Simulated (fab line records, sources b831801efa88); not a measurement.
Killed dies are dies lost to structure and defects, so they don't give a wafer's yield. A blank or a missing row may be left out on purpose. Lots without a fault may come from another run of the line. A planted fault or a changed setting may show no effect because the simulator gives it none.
fab line records | flow sky130
record lots=12 wafers=36 last_day=50
route steps=708 shown VT_ADJUST_HVTR@138 SONOS_TUNNEL@161 SONOS_ONO@183 GATE_OXIDE@192 PAD_OPEN@708
lots that met no fault: from a run of the same line without faults
start_h: hours from the record's first day to the start of the lot's first wafer shown | wait_h: hours since the lot's step before | " the same as in the row above | L1.1+2: a row that stands for several wafers | - no value, or no start given | * or withheld: withheld | < > ~ a bound
route shown NAME@n: a module of which the file shows steps, and the number in the route of the first | usual: mean/standard deviation of fault-free wafers | same: alike in all rows | chamber/n: place in a boat | sites: the reading at each site | _std_site: their standard deviation | _edge_site: outer sites' mean less inner sites' | radius_mm: how far each site lies from the wafer's centre | mask NAME#n: copy n | behind: the tool/chamber that last shaped the wafer | hold: why the lot was held/for how many hours/how that ended | device: the transistor (n, p or np) that didn't switch | end of line: the same wafers' tests at the end of the route | a step without rows: its recipe alone | killed: dies lost to structure and defects at the first sort, not the wafer's yield | map: a wafer's dies, x killed, . not, _ none there
set.NAME: the setting as run; set.NAME@STEP: as run at that earlier step | model.NAME: the simulator's own value behind a step, which no gauge read
steps of the route over a sample of lots; a table a step, a row a wafer
services: from which hour (start_h, from the record's first day; less than 0 if before it) a tool's chamber was out of use, for how many hours, and why
## steps
# step SKY_VT_ADJUST_HVTR_CD_MEAS_07
# recipe target_cd_nm=380
# usual cd_nm=380.0/2.3
# columns lot.wafer tool chamber start_h wait_h cd_nm
L534.1 cd_sem-01 - 211.82 0.1 379.5
L534.4 " - " " 378.3
L534.6 " - " " 378.9
L536.3 cd_sem-01 - 223.11 0.1 379.7
L536.4 " - " " 379.8
L536.6 " - " " 378.5
L538.2 cd_sem-02 - 234.11 0.1 383.6
L538.3 " - " " 382.5
L538.6 " - " " 382.2
L539.3 cd_sem-01 - 241.51 0.1 379.9
L539.4 " - " " 378.1
L539.5 " - " " 376.1
L541.2 cd_sem-02 - 256.54 0.1 378.4
L541.5 " - " " 379.2
L541.6 " - " " 379.0
L544.1 cd_sem-02 - 273.94 0.1 382.8
L544.2 " - " " 382.2
L544.3 " - " " 380.4
L545.1 cd_sem-01 - 281.99 0.1 380.5
L545.2 " - " " 379.1
L545.6 " - " " 379.9
L546.2 cd_sem-01 - 291.61 0.1 378.9
L546.4 " - " " 378.1
L546.6 " - " " 377.4
L552.1 cd_sem-01 - 329.54 0.2 383.5
L552.2 " - " " 378.0
L552.6 " - " " 381.2
L553.1 cd_sem-01 - 344.32 0.1 378.0
L553.2 " - " " 377.4
L553.6 " - " " 377.2
L555.1 cd_sem-01 - 354.64 0.1 379.4
L555.2 " - " " 380.8
L555.5 " - " " 381.0
L556.3 cd_sem-01 - 363.58 0.1 380.4
L556.4 " - " " 382.5
L556.6 " - " " 383.5
# step SKY_SONOS_TUNNEL_CD_MEAS_07
# recipe target_cd_nm=410
# usual cd_nm=409.3/2.3
# columns lot.wafer tool chamber start_h wait_h cd_nm
L534.1 cd_sem-02 - 257.14 0.1 410.5
L534.4 " - " " 408.0
L534.6 " - " " 409.0
L536.3 cd_sem-01 - 270.41 0.1 410.6
L536.4 " - " " 409.9
L536.6 " - " " 408.7
L538.2 cd_sem-02 - 282.24 0.1 405.5
L538.3 " - " " 405.2
L538.6 " - " " 405.7
L539.3 cd_sem-01 - 288.63 0.1 409.2
L539.4 " - " " 407.4
L539.5 " - " " 408.6
L541.2 cd_sem-01 - 306.54 0.1 406.4
L541.5 " - " " 407.1
L541.6 " - " " 404.9
L544.1 cd_sem-01 - 324.89 0.1 409.2
L544.2 " - " " 409.1
L544.3 " - " " 408.3
L545.1 cd_sem-01 - 333.42 0.1 405.8
L545.2 " - " " 409.1
L545.6 " - " " 407.6
L546.2 cd_sem-01 - 344.58 0.2 411.0
L546.4 " - " " 410.0
L546.6 " - " " 408.7
L552.1 cd_sem-01 - 386.14 0.1 409.6
L552.2 " - " " 408.0
L552.6 " - " " 406.0
L553.1 cd_sem-01 - 401.89 0.1 408.0
L553.2 " - " " 410.2
L553.6 " - " " 407.7
L555.1 cd_sem-01 - 413.52 0.1 407.1
L555.2 " - " " 410.2
L555.5 " - " " 410.5
L556.3 cd_sem-01 - 423.11 0.1 409.8
L556.4 " - " " 409.4
L556.6 " - " " 409.1
# step SKY_SONOS_ONO_ETCH_15
# recipe target_depth_nm=19.52 chemistry=CHF3/O2 source_w=600 bias_w=200 pressure_mtorr=40 chf3_flow_sccm=50 O2_flow_sccm=5 time_s=7.8
# usual chf3_flow_sccm=50.02/0.15 drypump_motor_current_A=5.6/0.45 oes_product_au=0.996/0.0091 throttle_valve_pct=8.825/0.0093
# columns lot.wafer tool chamber start_h wait_h chf3_flow_sccm drypump_motor_current_A oes_product_au rf_hours_counter_h throttle_valve_pct
L534.1 rie_diel-03 2 286.72 0.0 49.87 6.0 1.005 41 8.827
L534.4 " 0 " " 50.08 6.3 1.008 65 8.831
L534.6 " 2 " " 50.05 6.0 1.004 - 8.829
L536.3 rie_diel-01 0 303.38 0.0 49.92 4.9 1.015 4 8.825
L536.4 " 3 " " 50.07 5.0 0.998 85 8.829
L536.6 " 1 " " 50.14 5.2 1.008 - 8.826
L538.2 rie_diel-04 2 313.73 0.0 49.99 5.6 0.977 87 8.835
L538.3 " 1 " " 49.77 5.9 1.002 10 8.839
L538.6 " 2 " " 49.78 5.6 0.993 - 8.819
L539.3 rie_diel-01 2 319.40 0.0 50.01 5.8 1.004 63 8.824
L539.4 " 3 " " 50.06 5.0 0.997 86 8.815
L539.5 " 0 " " 50.06 4.9 1.012 - 8.829
L541.2 rie_diel-04 3 338.79 0.0 50.21 5.1 0.983 30 8.824
L541.5 " 3 " " 50.09 5.1 0.995 - 8.806
L541.6 " 0 " " 49.78 5.9 0.999 - 8.818
L544.1 rie_diel-01 0 357.88 0.0 50.04 4.9 0.990 5 8.828
L544.2 " 1 " " 49.98 5.2 1.008 11 8.845
L544.3 " 2 " " 49.77 5.8 1.006 64 8.833
L545.1 rie_diel-04 0 368.23 0.0 50.08 5.9 0.982 1 8.817
L545.2 " 1 " " 50.16 5.9 0.998 11 8.814
L545.6 " 2 " " 50.06 5.6 0.989 - 8.818
L546.2 rie_diel-04 2 381.18 0.0 50.16 5.6 0.992 89 8.827
L546.4 " 3 " " 49.78 5.0 0.987 31 8.837
L546.6 " 3 " " 49.89 5.0 0.988 - 8.810
L552.1 rie_diel-01 2 422.23 0.0 50.08 5.8 1.006 65 8.833
L552.2 " 3 " " 49.96 5.1 0.991 88 8.824
L552.6 " 0 " " 49.94 5.0 0.994 - 8.834
L553.1 rie_diel-03 1 438.68 0.0 49.95 6.0 0.985 5 8.813
L553.2 " 0 " " 50.26 6.3 1.001 67 8.821
L553.6 " 0 " " 50.33 6.3 0.996 - 8.834
L555.1 rie_diel-03 0 449.83 0.0 50.20 6.2 0.997 68 8.826
L555.2 " 2 " " 49.89 6.0 0.994 43 8.841
L555.5 " 2 " " 50.20 6.0 1.011 - 8.830
L556.3 rie_diel-04 1 461.73 0.0 50.13 5.9 1.006 14 8.830
L556.4 " 0 " " 49.72 5.9 0.990 2 8.838
L556.6 " 3 " " 49.89 5.0 0.985 - 8.808
# step SKY_GATE_OXIDE_COAT_05
# recipe resist=NOVOLAK spin_rpm=3000 resist_thk_nm=1140
# usual resist_line_temp_C=22.97/0.11
# columns lot.wafer tool chamber start_h wait_h resist_line_temp_C
L534.1 litho_track-03 0 302.62 0.1 23.02
L534.4 " 0 " " 22.98
L534.6 " 0 " " 23.06
L536.3 litho_track-04 0 318.09 0.1 22.97
L536.4 " 0 " " 22.73
L536.6 " 0 " " 22.96
L538.2 litho_track-01 0 328.11 0.1 22.85
L538.3 " 0 " " 22.95
L538.6 " 0 " " 22.93
L539.3 litho_track-01 0 336.04 0.1 22.95
L539.4 " 0 " " 22.98
L539.5 " 0 " " 22.86
L541.2 litho_track-04 0 355.01 0.1 22.79
L541.5 " 0 " " 22.87
L541.6 " 0 " " 22.87
L544.1 litho_track-03 0 374.47 0.1 23.13
L544.2 " 0 " " 23.06
L544.3 " 0 " " 23.01
L545.1 litho_track-03 0 384.37 0.1 22.95
L545.2 " 0 " " 23.09
L545.6 " 0 " " 23.02
L546.2 litho_track-03 0 398.65 0.1 23.09
L546.4 " 0 " " 23.01
L546.6 " 0 " " 23.04
L552.1 litho_track-04 0 440.94 0.1 22.93
L552.2 " 0 " " 22.86
L552.6 " 0 " " 22.83
L553.1 litho_track-04 0 459.74 0.1 22.97
L553.2 " 0 " " 22.85
L553.6 " 0 " " 22.88
L555.1 litho_track-04 0 466.69 0.1 22.76
L555.2 " 0 " " 22.74
L555.5 " 0 " " 22.85
L556.3 litho_track-04 0 478.94 0.1 22.95
L556.4 " 0 " " 22.99
L556.6 " 0 " " 22.96
# step SKY_GATE_OXIDE_STRIP_13
# recipe chemistry=O2/N2 power_w=1400 pressure_mtorr=1500 platen_temp_c=withheld o2_flow_sccm=3000 n2_flow_sccm=300 overash_fraction=0.5
# usual drypump_motor_current_A=5.88/0.24 oes_product_au=0.715/0.005 strip_time_to_endpoint_s=14.17/0.036
# columns lot.wafer tool chamber start_h wait_h drypump_motor_current_A oes_product_au rf_hours_counter_h strip_time_to_endpoint_s
L534.1 plasma_asher-04 0 316.64 0.0 5.70 0.719 19 14.18
L534.4 " 0 " " 5.67 0.722 - 14.17
L534.6 " 1 " " 5.84 0.706 - 14.20
L536.3 plasma_asher-03 0 331.72 0.0 5.97 0.718 - 14.16
L536.4 " 1 " " 6.19 0.724 - 14.21
L536.6 " 0 " " 5.97 0.715 - 14.15
L538.2 plasma_asher-04 0 341.98 0.0 5.68 0.712 21 14.15
L538.3 " 1 " " 5.86 0.718 - 14.15
L538.6 " 0 " " 5.70 0.718 - 14.11
L539.3 plasma_asher-03 0 350.00 0.0 5.99 0.720 - 14.12
L539.4 " 1 " " 6.20 0.717 - 14.15
L539.5 " 1 " " 6.21 0.713 - 14.16
L541.2 plasma_asher-04 0 370.33 0.0 5.70 0.717 24 14.11
L541.5 " 1 " " 5.87 0.717 - 14.15
L541.6 " 0 " " 5.68 0.713 - 14.16
L544.1 plasma_asher-03 0 389.13 0.0 5.96 0.715 57 14.21
L544.2 " 1 " " 6.19 0.719 57 14.22
L544.3 " 0 " " 5.97 0.725 - 14.22
L545.1 plasma_asher-01 0 399.53 0.0 5.43 0.710 69 13.35
L545.2 " 1 " " 5.99 0.713 69 13.38
L545.6 " 1 " " 6.01 0.727 - 13.32
L546.2 plasma_asher-01 0 414.19 0.0 5.45 0.721 70 13.31
L546.4 " 1 " " 6.01 0.723 - 13.36
L546.6 " 1 " " 6.03 0.714 - 13.38
L552.1 plasma_asher-03 0 456.48 0.0 5.92 0.704 63 14.16
L552.2 " 1 " " 6.23 0.706 63 14.16
L552.6 " 1 " " 6.21 0.722 - 14.18
L553.1 plasma_asher-01 1 475.73 0.0 6.02 0.708 4 14.16
L553.2 " 0 " " 5.42 0.711 4 14.22
L553.6 " 0 " " 5.42 0.710 - 14.15
L555.1 plasma_asher-01 0 482.01 0.0 5.47 0.715 5 14.19
L555.2 " 1 " " 5.99 0.711 5 14.19
L555.5 " 1 " " 6.01 0.709 - 14.19
L556.3 plasma_asher-03 1 494.39 0.0 6.21 0.714 - 14.16
L556.4 " 0 " " 5.97 0.707 - 14.17
L556.6 " 1 " " 6.22 0.717 - 14.12
# step SKY_PAD_OPEN_PROBE_99
# usual killed_at_M0_to_M3=44/7 killed_at_M4_up=3.1/1.8 killed_at_contacts=25/5.1 killed_at_front_end=15/4.3 killed_at_other=0.3/0.61 killed_dies=87/9.8 killed_open=48/7 killed_short=38/6.3
# same gross_dies=492 killed_at_back_side=0
# columns lot.wafer tool chamber start_h wait_h killed_at_M0_to_M3 killed_at_M4_up killed_at_contacts killed_at_front_end killed_at_other killed_dies killed_open killed_short
L545.2 prober-01 - 1138.30 0.1 43 6 23 16 0 88 48 39
L546.2 prober-02 - 1149.31 0.1 50 2 22 11 1 86 56 30
L546.4 prober-02 - 1149.41 0.2 46 3 22 16 0 87 46 41
L546.6 prober-02 - 1149.51 0.2 38 2 15 12 0 67 31 36
L553.1 prober-01 - 1182.59 0.1 44 4 27 18 2 95 52 43
L553.2 prober-01 - 1182.64 0.1 41 5 26 10 0 82 42 40
L553.6 prober-01 - 1182.84 0.2 43 1 20 18 0 82 45 37
# killed by level:class
L545.2 CONTACT:geometric_particle:open=14 VIA1:geometric_particle:open=10 VIA3:geometric_particle:open=6 METAL1:geometric_particle:short=5 VIA2:geometric_particle:open=5 FIELD_ISO:geometric_particle:short=4 POLY_GATE:geometric_particle:open=4 METAL4:geometric_particle:short=4
L546.2 VIA1:geometric_particle:open=19 CONTACT:geometric_particle:open=8 VIA3:geometric_particle:open=8 LI_CONTACT:geometric_particle:open=7 METAL1:geometric_particle:short=7 METAL2:geometric_particle:short=5 POLY_GATE:geometric_particle:open=4 CONTACT:geometric_particle:short=4
L546.4 VIA1:geometric_particle:open=15 CONTACT:geometric_particle:open=9 METAL2:geometric_particle:short=9 VIA1:geometric_particle:short=8 FIELD_ISO:geometric_particle:open=5 LOCAL_INTERCONNECT:geometric_particle:short=5 CONTACT:geometric_particle:short=4 POLY_GATE:geometric_particle:open=3
L546.6 VIA1:geometric_particle:open=8 VIA3:geometric_particle:open=7 METAL1:geometric_particle:short=5 VIA3:geometric_particle:short=5 VIA1:geometric_particle:short=4 METAL2:geometric_particle:short=4 FIELD_ISO:geometric_particle:open=3 FIELD_ISO:geometric_particle:short=3
L553.1 LI_CONTACT:geometric_particle:open=12 CONTACT:geometric_particle:open=8 POLY_GATE:geometric_particle:open=7 VIA3:geometric_particle:short=6 VIA2:geometric_particle:open=6 VIA3:geometric_particle:open=6 VIA2:geometric_particle:short=5 VIA1:geometric_particle:open=4
L553.2 METAL2:geometric_particle:short=8 CONTACT:geometric_particle:open=8 VIA3:geometric_particle:open=7 LI_CONTACT:geometric_particle:short=6 LI_CONTACT:geometric_particle:open=6 VIA1:geometric_particle:open=5 VIA2:geometric_particle:open=4 VIA2:geometric_particle:short=4
L553.6 VIA1:geometric_particle:open=13 METAL2:geometric_particle:short=8 CONTACT:geometric_particle:open=6 VIA3:geometric_particle:open=6 LI_CONTACT:geometric_particle:open=5 POLY_GATE:geometric_particle:open=4 LI_CONTACT:geometric_particle:short=4 CONTACT:geometric_particle:short=4
## services
# columns tool chamber start_h hours kind
rie_diel-04 1 264.74 13.3 repair
rie_diel-04 2 271.91 2.7 repair
plasma_asher-01 - 287.33 2.8 pm
rie_diel-01 - 294.88 0.2 repair
rie_diel-04 0 309.68 - clean
rie_diel-04 0 309.68 26.2 scheduled_down
rie_diel-04 0 309.68 26.2 vent_cycle
plasma_asher-03 - 321.97 2.1 repair
rie_diel-01 - 332.52 1.5 repair
rie_diel-01 - 359.16 0.2 repair
rie_diel-03 - 361.93 0.1 repair
rie_diel-01 1 363.39 16.1 repair
rie_diel-03 0 379.67 29.3 repair
rie_diel-01 3 407.23 3.8 repair
rie_diel-04 0 417.33 2.5 repair
plasma_asher-01 - 421.25 9.0 pm
plasma_asher-03 - 421.41 2.8 pm
plasma_asher-03 - 427.20 1.9 repair
rie_diel-04 - 442.36 0.3 repair
rie_diel-01 3 443.72 11.9 repair
rie_diel-03 - 452.94 0.6 repair
rie_diel-01 0 456.99 43.5 repair
rie_diel-01 - 473.80 28.5 repair
rie_diel-04 - 489.20 2.8 pm
## key
first_sign step=SKY_GATE_OXIDE_STRIP_13 reading=strip_time_to_endpoint_s direction=down sigmas=23 usual=* struck=*
effect none on later readings
met_at SKY_GATE_OXIDE_COAT_05
struck_lots L545,L546
tester_left_out L545,L546
not_acting_at SKY_VT_ADJUST_HVTR_CD_MEAS_07,SKY_SONOS_TUNNEL_CD_MEAS_07,SKY_SONOS_ONO_ETCH_15
onset_between 374.47 384.37
fault kind=process_parameter_drift tool=litho_track-03 chamber=- onset_h=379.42 steps=SKY_GATE_OXIDE_COAT_05 channel=resist_thk_nm offset=-69.399 shape=step end_h=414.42 acts_in=these_recipes_only stated=1140
# tester_left_out: of these lots the tester's yield and bins aren't shown, on N5 and GAA mostly nor the transistor test; their killed dies are dies lost to structure and defects alone, not to doping, threshold or leakage, so they don't give the yield
